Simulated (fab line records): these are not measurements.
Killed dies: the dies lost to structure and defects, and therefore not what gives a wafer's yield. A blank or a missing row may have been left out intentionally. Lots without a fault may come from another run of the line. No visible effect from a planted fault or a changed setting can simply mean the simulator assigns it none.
fab line records    flow sky130
[record] lots = 7  wafers = 21  last-day = 49
route steps=708 shown VIA1@474 METAL2@483 PAD_OPEN@708
lots that met no fault: from a run of the same line without faults
start-h: hours from the record's first day to the start of the lot's first wafer shown    wait-h: how many hours have passed since the lot's step before this one    " identical to the entry in the row above    L1.1+2: a row that stands for several wafers    - no value, or no start given    * or withheld: withheld    < > ~ a bound
route shown NAME@n: names a module that has steps shown in the file, with the first one's number in the route    usual: mean and standard deviation over wafers with no fault    same: alike in all rows    chamber/n: place in a boat    sites: per-site readings    _std_site: standard deviation across them    _edge_site: outer sites' mean less inner sites'    radius-mm: how far each site lies from the wafer's centre    mask NAME#n: copy n    behind: the last tool/chamber to shape the wafer    hold: why the lot was held/for how many hours/how that ended    device: which transistor (n, p or np) failed to switch    end of line: the route-end tests of the same wafers    step lacking rows: just its recipe    killed: dies lost to structure and defects at the first sort, not the wafer's yield    map: a wafer's dies, marking killed ones x, the rest . and places with no die _
set.NAME: the setting that was run; set.NAME@STEP: the one run at that earlier step    model.NAME: the simulator's own value behind a step, which no gauge read
certain route steps with their lots: each step a table, each wafer a row
services: a tool's chamber out of use, with start hour (start-h, from the record's first day; less than 0 if before it), hours out, and reason
[[steps]]
[step SKY_VIA1_STRIP_16]
[recipe] chemistry = O2/N2  power-w = 1400  pressure-mtorr = 1500  platen-temp-c = withheld  o2-flow-sccm = 3000  n2-flow-sccm = 300  overash-fraction = 0.5
[usual] drypump-motor-current-A = 5.87/0.28  o2-flow-sccm = 3002/8.5  oes-product-au = 0.414/0.005  strip-time-to-endpoint-s = 4.45/0.03
lot.wafer  tool             chamber  start-h  wait-h  drypump-motor-current-A  o2-flow-sccm  oes-product-au  rf-hours-counter-h  strip-time-to-endpoint-s
L553.1     plasma-asher-04  1        816.20   0.0     6.21                     2992          0.405           39                  4.43
L553.2     "                0        "        "       5.57                     2997          0.409           39                  4.46
L553.5     "                0        "        "       5.58                     2992          0.412           -                   4.40
L560.3     plasma-asher-04  1        866.63   0.1     6.20                     3007          0.422           -                   4.42
L560.5     "                0        "        "       5.58                     3002          0.419           -                   4.44
L560.6     "                1        "        "       6.21                     2999          0.414           -                   4.48
L561.2     plasma-asher-04  1        867.76   0.0     6.20                     2979          0.418           44                  4.52
L561.3     "                1        "        "       6.21                     2991          0.419           -                   4.50
L561.5     "                0        "        "       5.58                     2997          0.419           -                   4.49
L564.4     plasma-asher-04  0        878.09   0.0     5.59                     3016          0.422           -                   4.46
L564.5     "                1        "        "       6.22                     3000          0.417           -                   4.50
L564.6     "                0        "        "       5.56                     3012          0.419           -                   4.45
L565.1     plasma-asher-01  1        878.80   0.0     6.27                     3001          0.409           75                  4.45
L565.2     "                0        "        "       5.94                     3002          0.414           75                  4.48
L565.4     "                1        "        "       6.28                     3003          0.413           -                   4.51
L568.1     plasma-asher-04  1        903.71   0.0     6.16                     2999          0.423           48                  4.51
L568.5     "                1        "        "       6.19                     3010          0.413           -                   4.42
L568.6     "                0        "        "       5.61                     2996          0.418           -                   4.47
L571.3     plasma-asher-04  1        925.60   0.1     6.20                     3000          0.409           -                   4.45
L571.4     "                0        "        "       5.57                     2996          0.409           -                   4.44
L571.6     "                1        "        "       6.18                     2998          0.415           -                   4.48
[step SKY_VIA1_STRIP_17]
[recipe] chemistry = post-etch-residue-remover  time-s = 1200  temp-c = 72.5
[step SKY_VIA1_CLEAN_18]
[recipe] chemistry = IPA  time-s = 180  temp-c = 25
[step SKY_VIA1_CLEAN_19]
[recipe] chemistry = O3/DIW  dry = n2-spin
[step SKY_VIA1_SPUTTER_20]
[recipe] material = TiN  target-thk-nm = 20  chamber-pressure-pa = 5  power-w = 4000  time-s = 80
[usual] throttle-valve-pct = 30.1/0.87
lot.wafer  tool            chamber  start-h  wait-h  throttle-valve-pct
L553.1     pvd-sputter-03  -        816.79   0.0     29.5
L553.2     "               -        "        "       30.7
L553.5     "               -        "        "       30.0
L560.3     pvd-sputter-02  -        867.20   0.0     31.3
L560.5     "               -        "        "       31.1
L560.6     "               -        "        "       28.6
L561.2     pvd-sputter-03  -        868.35   0.0     29.6
L561.3     "               -        "        "       30.1
L561.5     "               -        "        "       30.2
L564.4     pvd-sputter-03  -        878.65   0.0     29.8
L564.5     "               -        "        "       29.3
L564.6     "               -        "        "       30.6
L565.1     pvd-sputter-02  -        879.40   0.0     28.4
L565.2     "               -        "        "       31.1
L565.4     "               -        "        "       29.5
L568.1     pvd-sputter-04  -        904.30   0.0     30.9
L568.5     "               -        "        "       31.3
L568.6     "               -        "        "       30.3
L571.3     pvd-sputter-03  -        926.15   0.0     30.6
L571.4     "               -        "        "       30.5
L571.6     "               -        "        "       30.5
[step SKY_VIA1_CVD_21]
[recipe] material = W  target-thk-nm = 270  time-s = 80.902  temp-c = 400  pressure-torr = 40
[step SKY_VIA1_RS_MEAS_22]
[recipe] thk-meas-gauge = four-point-probe  reads = W_of_VIA1_CVD_21+TiN_of_VIA1_SPUTTER_20
[usual] VIA1_W_RS = 0.430/0.005
lot.wafer  tool           chamber  start-h  wait-h  VIA1_W_RS[ohm/sq]
L553.1     film-metro-04  -        816.95   0.1     0.438
L553.2     "              -        "        "       0.425
L553.5     "              -        "        "       0.437
L560.3     film-metro-02  -        867.39   0.1     0.425
L560.5     "              -        "        "       0.429
L560.6     "              -        "        "       0.424
L561.2     film-metro-02  -        868.53   0.1     0.434
L561.3     "              -        "        "       0.438
L561.5     "              -        "        "       0.437
L564.4     film-metro-03  -        878.96   0.1     0.426
L564.5     "              -        "        "       0.427
L564.6     "              -        "        "       0.429
L565.1     film-metro-03  -        879.56   0.1     0.427
L565.2     "              -        "        "       0.426
L565.4     "              -        "        "       0.422
L568.1     film-metro-04  -        904.45   0.1     0.435
L568.5     "              -        "        "       0.429
L568.6     "              -        "        "       0.434
L571.3     film-metro-04  -        926.35   0.1     0.436
L571.4     "              -        "        "       0.429
L571.6     "              -        "        "       0.431
[step SKY_VIA1_THK_MEAS_23]
[recipe] thk-meas-gauge = xrf  reads = W_of_VIA1_CVD_21
[usual] VIA1_W_THK = 268/3.2
lot.wafer  tool           chamber  start-h  wait-h  VIA1_W_THK[nm]
L553.1     film-metro-04  -        817.07   0.1     263
L553.2     "              -        "        "       271
L553.5     "              -        "        "       261
L560.3     film-metro-02  -        867.49   0.1     270
L560.5     "              -        "        "       269
L560.6     "              -        "        "       271
L561.2     film-metro-02  -        868.64   0.1     264
L561.3     "              -        "        "       263
L561.5     "              -        "        "       262
L564.4     film-metro-03  -        879.05   0.1     270
L564.5     "              -        "        "       269
L564.6     "              -        "        "       268
L565.1     film-metro-03  -        879.68   0.1     269
L565.2     "              -        "        "       269
L565.4     "              -        "        "       271
L568.1     film-metro-04  -        904.57   0.1     265
L568.5     "              -        "        "       270
L568.6     "              -        "        "       266
L571.3     film-metro-04  -        926.45   0.1     265
L571.4     "              -        "        "       269
L571.6     "              -        "        "       269
[step SKY_VIA1_CMP_24]
[recipe] stop-on = SiO2  t-overpolish-s = 15  down-force-psi = 3.5  platen-rpm = 60  target-thk-nm = 0  pad-velocity-m-s = 0.94248
[step SKY_METAL2_SPUTTER_00]
[recipe] material = Ti  target-thk-nm = 15  power-w = 3000  time-s = 10  chamber-pressure-pa = 0.4
[usual] throttle-valve-pct = 30.2/1
lot.wafer  tool            chamber  start-h  wait-h  throttle-valve-pct
L553.1     pvd-sputter-02  -        817.43   0.1     28.7
L553.2     "               -        "        "       29.7
L553.5     "               -        "        "       28.5
L560.3     pvd-sputter-04  -        867.83   0.1     28.6
L560.5     "               -        "        "       31.1
L560.6     "               -        "        "       31.2
L561.2     pvd-sputter-04  -        868.99   0.2     30.0
L561.3     "               -        "        "       29.1
L561.5     "               -        "        "       28.8
L564.4     pvd-sputter-04  -        879.38   0.1     29.0
L564.5     "               -        "        "       31.3
L564.6     "               -        "        "       30.0
L565.1     pvd-sputter-01  -        880.04   0.2     31.5
L565.2     "               -        "        "       29.3
L565.4     "               -        "        "       31.4
L568.1     pvd-sputter-01  -        904.93   0.2     31.3
L568.5     "               -        "        "       29.5
L568.6     "               -        "        "       31.2
L571.3     pvd-sputter-01  -        926.79   0.1     31.4
L571.4     "               -        "        "       29.1
L571.6     "               -        "        "       31.8
[step SKY_METAL2_SPUTTER_01]
[recipe] material = TiN  target-thk-nm = 20  power-w = 6500  time-s = 16.7  chamber-pressure-pa = 0.4
[usual] throttle-valve-pct = 30.2/1
lot.wafer  tool            chamber  start-h  wait-h  throttle-valve-pct
L553.1     pvd-sputter-02  -        817.45   0.0     28.2
L553.2     "               -        "        "       30.0
L553.5     "               -        "        "       28.7
L560.3     pvd-sputter-04  -        867.85   0.0     29.0
L560.5     "               -        "        "       31.2
L560.6     "               -        "        "       30.8
L561.2     pvd-sputter-04  -        869.01   0.0     30.3
L561.3     "               -        "        "       28.8
L561.5     "               -        "        "       28.7
L564.4     pvd-sputter-04  -        879.40   0.0     28.8
L564.5     "               -        "        "       31.0
L564.6     "               -        "        "       29.9
L565.1     pvd-sputter-01  -        880.06   0.0     31.5
L565.2     "               -        "        "       29.4
L565.4     "               -        "        "       31.3
L568.1     pvd-sputter-01  -        904.96   0.0     31.5
L568.5     "               -        "        "       29.1
L568.6     "               -        "        "       31.4
L571.3     pvd-sputter-01  -        926.81   0.0     31.3
L571.4     "               -        "        "       29.3
L571.6     "               -        "        "       31.3
[step SKY_METAL2_SPUTTER_02]
[recipe] material = AlCu  target-thk-nm = 250  power-w = 10600  time-s = 13.3  chamber-pressure-pa = 0.4
[step SKY_METAL2_SPUTTER_03]
[recipe] material = Ti  target-thk-nm = 5  power-w = 3000  time-s = 3.3  chamber-pressure-pa = 0.4
[usual] throttle-valve-pct = 30.2/1
lot.wafer  tool            chamber  start-h  wait-h  throttle-valve-pct  model.Ti_of_METAL2_SPUTTER_03.thk-nm
L553.1     pvd-sputter-02  -        817.50   0.0     28.8                5.011
L553.2     "               -        "        "       29.7                4.813
L553.5     "               -        "        "       28.8                4.976
L560.3     pvd-sputter-04  -        867.90   0.0     28.9                4.533
L560.5     "               -        "        "       31.6                4.434
L560.6     "               -        "        "       31.0                4.365
L561.2     pvd-sputter-04  -        869.06   0.0     30.2                4.794
L561.3     "               -        "        "       29.2                4.778
L561.5     "               -        "        "       28.6                4.672
L564.4     pvd-sputter-04  -        879.45   0.0     28.9                4.715
L564.5     "               -        "        "       31.4                4.588
L564.6     "               -        "        "       29.9                4.745
L565.1     pvd-sputter-01  -        880.11   0.0     31.5                5.173
L565.2     "               -        "        "       29.1                5.089
L565.4     "               -        "        "       31.4                4.954
L568.1     pvd-sputter-01  -        905.01   0.0     31.6                5.239
L568.5     "               -        "        "       29.1                5.073
L568.6     "               -        "        "       31.4                5.002
L571.3     pvd-sputter-01  -        926.86   0.0     31.3                5.299
L571.4     "               -        "        "       29.2                5.139
L571.6     "               -        "        "       31.6                5.317
[step SKY_METAL2_SPUTTER_04]
[recipe] material = TiN  target-thk-nm = 70  power-w = 6500  time-s = 58.3  chamber-pressure-pa = 0.4
[usual] throttle-valve-pct = 30.2/1
lot.wafer  tool            chamber  start-h  wait-h  throttle-valve-pct
L553.1     pvd-sputter-02  -        817.52   0.0     28.9
L553.2     "               -        "        "       29.7
L553.5     "               -        "        "       28.4
L560.3     pvd-sputter-04  -        867.92   0.0     28.8
L560.5     "               -        "        "       31.1
L560.6     "               -        "        "       30.9
L561.2     pvd-sputter-04  -        869.08   0.0     29.9
L561.3     "               -        "        "       28.9
L561.5     "               -        "        "       29.3
L564.4     pvd-sputter-04  -        879.47   0.0     28.8
L564.5     "               -        "        "       31.3
L564.6     "               -        "        "       30.3
L565.1     pvd-sputter-01  -        880.13   0.0     31.8
L565.2     "               -        "        "       29.3
L565.4     "               -        "        "       31.3
L568.1     pvd-sputter-01  -        905.03   0.0     31.5
L568.5     "               -        "        "       29.0
L568.6     "               -        "        "       31.2
L571.3     pvd-sputter-01  -        926.88   0.0     31.4
L571.4     "               -        "        "       29.1
L571.6     "               -        "        "       31.5
[step SKY_PAD_OPEN_PROBE_99]
[usual] defect-limited-yield = 83.0/1.8  killed_at_M0_to_M3 = 43/7.5  killed_at_M4_up = 3.0/1.6  killed-at-contacts = 23/5.8  killed-at-front-end = 14/4.8  killed-at-other = 0.3/0.52  killed-dies = 84/9.1  killed-open = 47/7.2  killed-short = 37/5.8  sort_bin_3_pad_short = 0.9/0.38  sort_bin_5_function = 10.0/1.5  sort_bin_6_memory = 6.1/1.1  sort-n-pass = 408/9.1  sort-yield-pct = 83.0/1.8
[same] gross-dies = 492  killed-at-back-side = 0  sort_bin_4_leakage[%] = 0  sort_bin_8_speed[%] = 0
lot.wafer  tool       chamber  start-h  wait-h  defect-limited-yield[%]  killed_at_M0_to_M3  killed_at_M4_up  killed-at-contacts  killed-at-front-end  killed-at-other  killed-dies  killed-open  killed-short  sort_bin_3_pad_short[%]  sort_bin_5_function[%]  sort_bin_6_memory[%]  sort-n-pass  sort-yield-pct[%]
L553.1     prober-02  -        1095.55  0.1     83.9                     37                  2                29                  11                   0                79           43           36            1.4                      8.7                     5.9                   413          83.9
L553.2     prober-02  -        1095.60  0.1     82.3                     38                  7                26                  16                   0                87           48           39            0.4                      10.4                    6.9                   405          82.3
L553.5     prober-02  -        1095.75  0.2     84.1                     45                  6                16                  10                   1                78           38           40            1.2                      9.3                     5.3                   414          84.1
L560.3     prober-02  -        1136.22  0.2     84.1                     42                  3                21                  11                   1                78           41           37            1.2                      8.1                     6.5                   414          84.1
L560.5     prober-02  -        1136.32  0.2     83.3                     41                  6                23                  12                   0                82           49           33            0.4                      10.8                    5.5                   410          83.3
L560.6     prober-02  -        1136.37  0.2     83.9                     41                  1                25                  11                   1                79           51           28            0.8                      10.0                    5.3                   413          83.9
L561.2     prober-02  -        1137.56  0.1     80.5                     51                  3                27                  15                   0                96           55           41            0.6                      12.6                    6.3                   396          80.5
L561.3     prober-02  -        1137.61  0.2     80.9                     54                  1                27                  12                   0                94           53           41            0.8                      12.0                    6.3                   398          80.9
L561.5     prober-02  -        1137.71  0.2     83.3                     39                  2                30                  10                   1                82           49           33            0.6                      10.0                    6.1                   410          83.3
L564.4     prober-01  -        1143.79  0.2     81.5                     51                  7                17                  14                   2                91           57           34            0.2                      8.9                     9.3                   401          81.5
L564.5     prober-01  -        1143.84  0.2     84.3                     42                  1                21                  12                   1                77           40           37            1.6                      8.1                     5.9                   415          84.3
L564.6     prober-01  -        1143.89  0.2     83.5                     42                  3                30                  6                    0                81           42           39            0.8                      9.3                     6.3                   411          83.5
L565.1     prober-02  -        1145.13  0.1     83.5                     46                  1                23                  11                   0                81           44           37            1.0                      9.3                     6.1                   411          83.5
L565.2     prober-02  -        1145.18  0.1     86.2                     28                  4                18                  18                   0                68           32           36            0.4                      10.0                    3.5                   424          86.2
L565.4     prober-02  -        1145.28  0.2     86.2                     38                  5                11                  14                   0                68           33           35            1.6                      8.3                     3.9                   424          86.2
L568.1     prober-01  -        1160.50  0.1     82.3                     48                  3                24                  12                   0                87           46           41            0.8                      9.1                     7.7                   405          82.3
L568.5     prober-01  -        1160.70  0.2     84.6                     41                  5                19                  11                   0                76           38           38            0.6                      9.6                     5.3                   416          84.6
L568.6     prober-01  -        1160.75  0.2     85.4                     36                  6                14                  15                   1                72           37           35            0.6                      8.5                     5.5                   420          85.4
L571.3     prober-02  -        1177.49  0.2     80.3                     62                  4                20                  9                    2                97           62           35            0.4                      11.0                    8.3                   395          80.3
L571.4     prober-02  -        1177.54  0.2     83.7                     47                  2                19                  11                   1                80           43           37            0.6                      9.6                     6.1                   412          83.7
L571.6     prober-02  -        1177.64  0.2     80.9                     56                  2                23                  13                   0                94           51           43            1.8                      10.0                    7.3                   398          80.9
// killed by level:class
L553.1 CONTACT:geometric-particle:open=12 VIA1:geometric-particle:open=8 LI_CONTACT:geometric-particle:open=7 METAL1:geometric-particle:short=7 LI_CONTACT:geometric-particle:short=5 CONTACT:geometric-particle:short=5 VIA1:geometric-particle:short=5 VIA2:geometric-particle:open=5
L553.2 VIA1:geometric-particle:open=11 CONTACT:geometric-particle:open=9 CONTACT:geometric-particle:short=9 POLY_GATE:geometric-particle:open=6 METAL2:geometric-particle:short=6 VIA2:geometric-particle:open=6 METAL4:geometric-particle:short=5 VIA1:geometric-particle:short=4
L553.5 VIA1:geometric-particle:open=11 METAL2:geometric-particle:short=8 CONTACT:geometric-particle:open=7 METAL1:geometric-particle:short=6 VIA3:geometric-particle:open=6 LOCAL_INTERCONNECT:geometric-particle:short=4 VIA1:geometric-particle:short=4 METAL4:geometric-particle:short=4
L560.3 VIA1:geometric-particle:open=13 LI_CONTACT:geometric-particle:open=12 VIA1:geometric-particle:short=5 METAL2:geometric-particle:short=5 VIA3:geometric-particle:short=4 METAL1:geometric-particle:short=4 VIA3:geometric-particle:open=4 FIELD_ISO:geometric-particle:short=3
L560.5 VIA3:geometric-particle:open=13 LI_CONTACT:geometric-particle:open=10 VIA1:geometric-particle:open=9 METAL2:geometric-particle:short=8 CONTACT:geometric-particle:open=6 POLY_GATE:geometric-particle:short=3 LOCAL_INTERCONNECT:geometric-particle:short=3 METAL1:geometric-particle:short=3
L560.6 LI_CONTACT:geometric-particle:open=12 VIA1:geometric-particle:open=9 VIA3:geometric-particle:open=8 VIA2:geometric-particle:open=8 VIA1:geometric-particle:short=6 CONTACT:geometric-particle:open=5 METAL2:geometric-particle:short=5 LOCAL_INTERCONNECT:geometric-particle:short=4
L561.2 VIA2:geometric-particle:open=11 VIA1:geometric-particle:open=10 CONTACT:geometric-particle:open=10 LI_CONTACT:geometric-particle:open=8 METAL1:geometric-particle:short=8 LOCAL_INTERCONNECT:geometric-particle:short=5 METAL3:geometric-particle:short=4 FIELD_ISO:geometric-particle:open=3
L561.3 VIA1:geometric-particle:open=12 VIA3:geometric-particle:open=10 LOCAL_INTERCONNECT:geometric-particle:short=8 VIA2:geometric-particle:open=8 METAL2:geometric-particle:short=6 FIELD_ISO:geometric-particle:open=5 LI_CONTACT:geometric-particle:open=5 CONTACT:geometric-particle:open=5
L561.5 VIA1:geometric-particle:open=11 CONTACT:geometric-particle:open=9 LI_CONTACT:geometric-particle:open=7 VIA3:geometric-particle:open=7 METAL2:geometric-particle:short=5 LI_CONTACT:geometric-particle:short=4 LOCAL_INTERCONNECT:geometric-particle:short=4 POLY_GATE:geometric-particle:open=3
L564.4 VIA1:geometric-particle:open=12 VIA2:geometric-particle:open=10 VIA3:geometric-particle:open=8 CONTACT:geometric-particle:open=6 METAL4:geometric-particle:short=5 FIELD_ISO:geometric-particle:open=4 FIELD_ISO:geometric-particle:short=4 LI_CONTACT:geometric-particle:open=4
L564.5 CONTACT:geometric-particle:open=9 VIA1:geometric-particle:open=9 METAL3:geometric-particle:short=7 METAL2:geometric-particle:short=5 LI_CONTACT:geometric-particle:open=5 LOCAL_INTERCONNECT:geometric-particle:short=5 METAL1:geometric-particle:short=5 FIELD_ISO:geometric-particle:open=4
L564.6 VIA1:geometric-particle:open=14 LOCAL_INTERCONNECT:geometric-particle:short=8 CONTACT:geometric-particle:open=8 LI_CONTACT:geometric-particle:open=7 VIA1:geometric-particle:short=6 CONTACT:geometric-particle:short=5 VIA3:geometric-particle:open=4 METAL1:geometric-particle:short=4
L565.1 CONTACT:geometric-particle:open=9 VIA1:geometric-particle:open=8 CONTACT:geometric-particle:short=7 VIA3:geometric-particle:open=7 VIA2:geometric-particle:open=6 LI_CONTACT:geometric-particle:open=4 METAL1:geometric-particle:short=4 VIA1:geometric-particle:short=4
L565.2 CONTACT:geometric-particle:open=11 METAL1:geometric-particle:short=6 SPACER:geometric-particle:short=4 CONTACT:geometric-particle:short=4 VIA1:geometric-particle:short=4 FIELD_ISO:geometric-particle:short=3 FIELD_ISO:geometric-particle:open=3 VIA3:geometric-particle:open=3
L565.4 VIA1:geometric-particle:open=9 VIA3:geometric-particle:open=6 FIELD_ISO:geometric-particle:short=5 METAL2:geometric-particle:short=5 POLY_GATE:geometric-particle:short=4 VIA2:geometric-particle:open=4 LI_CONTACT:geometric-particle:open=3 LOCAL_INTERCONNECT:geometric-particle:short=3
L568.1 VIA1:geometric-particle:open=12 VIA2:geometric-particle:short=8 METAL2:geometric-particle:short=7 LI_CONTACT:geometric-particle:open=7 VIA3:geometric-particle:open=7 CONTACT:geometric-particle:short=6 CONTACT:geometric-particle:open=6 FIELD_ISO:geometric-particle:short=3
L568.5 VIA1:geometric-particle:open=11 LI_CONTACT:geometric-particle:open=7 VIA1:geometric-particle:short=7 CONTACT:geometric-particle:open=6 METAL2:geometric-particle:short=6 VIA2:geometric-particle:short=6 CONTACT:geometric-particle:short=3 METAL1:geometric-particle:short=3
L568.6 VIA1:geometric-particle:open=9 VIA2:geometric-particle:open=7 CONTACT:geometric-particle:open=5 METAL3:geometric-particle:short=5 FIELD_ISO:geometric-particle:short=4 POLY_GATE:geometric-particle:open=4 VIA1:geometric-particle:short=4 METAL2:geometric-particle:short=4
L571.3 VIA1:geometric-particle:open=13 VIA3:geometric-particle:open=11 VIA2:geometric-particle:open=9 CONTACT:geometric-particle:open=9 METAL2:geometric-particle:short=8 LI_CONTACT:geometric-particle:open=6 METAL1:geometric-particle:short=6 VIA1:geometric-particle:short=6
L571.4 VIA1:geometric-particle:open=16 LI_CONTACT:geometric-particle:open=7 LOCAL_INTERCONNECT:geometric-particle:short=7 VIA2:geometric-particle:open=6 VIA1:geometric-particle:short=6 FIELD_ISO:geometric-particle:short=4 CONTACT:geometric-particle:open=4 METAL2:geometric-particle:short=4
L571.6 VIA1:geometric-particle:open=13 LI_CONTACT:geometric-particle:open=10 METAL1:geometric-particle:short=9 VIA1:geometric-particle:short=9 CONTACT:geometric-particle:open=7 VIA2:geometric-particle:open=7 VIA3:geometric-particle:open=6 POLY_GATE:geometric-particle:short=5
[[services]]
tool             chamber  start-h  hours  kind
pvd-sputter-01   -        813.67   4.6    repair
plasma-asher-01  -        890.46   2.5    repair
pvd-sputter-04   2        890.68   -      consumable-replace:kit
pvd-sputter-04   2        890.68   18.0   scheduled-down
pvd-sputter-04   2        890.68   18.0   vent-cycle
pvd-sputter-03   -        899.98   5.2    repair
plasma-asher-04  -        910.43   3.7    repair
pvd-sputter-01   2        916.94   -      consumable-replace:kit
pvd-sputter-01   2        916.94   18.0   scheduled-down
pvd-sputter-01   2        916.94   18.0   vent-cycle
[[key]]
first-sign none at tools or gauges
[model-effect] step = SKY_METAL2_SPUTTER_03  value = Ti_of_METAL2_SPUTTER_03.thk-nm  without = 5.072  struck = 4.625
met-at SKY_METAL2_SPUTTER_03
struck-wafers L560.3,L560.5,L560.6,L561.2,L561.3,L561.5,L564.4,L564.5,L564.6
also-fits SKY_METAL2_SPUTTER_00:pvd-sputter-04,SKY_METAL2_SPUTTER_01:pvd-sputter-04
[fault] kind = process-parameter-drift  tool = pvd-sputter-04  chamber = -  onset-h = 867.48  steps = SKY_METAL2_SPUTTER_03  channel = time-s  offset = *  shape = step  end-h = 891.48  acts-in = *  stated = *
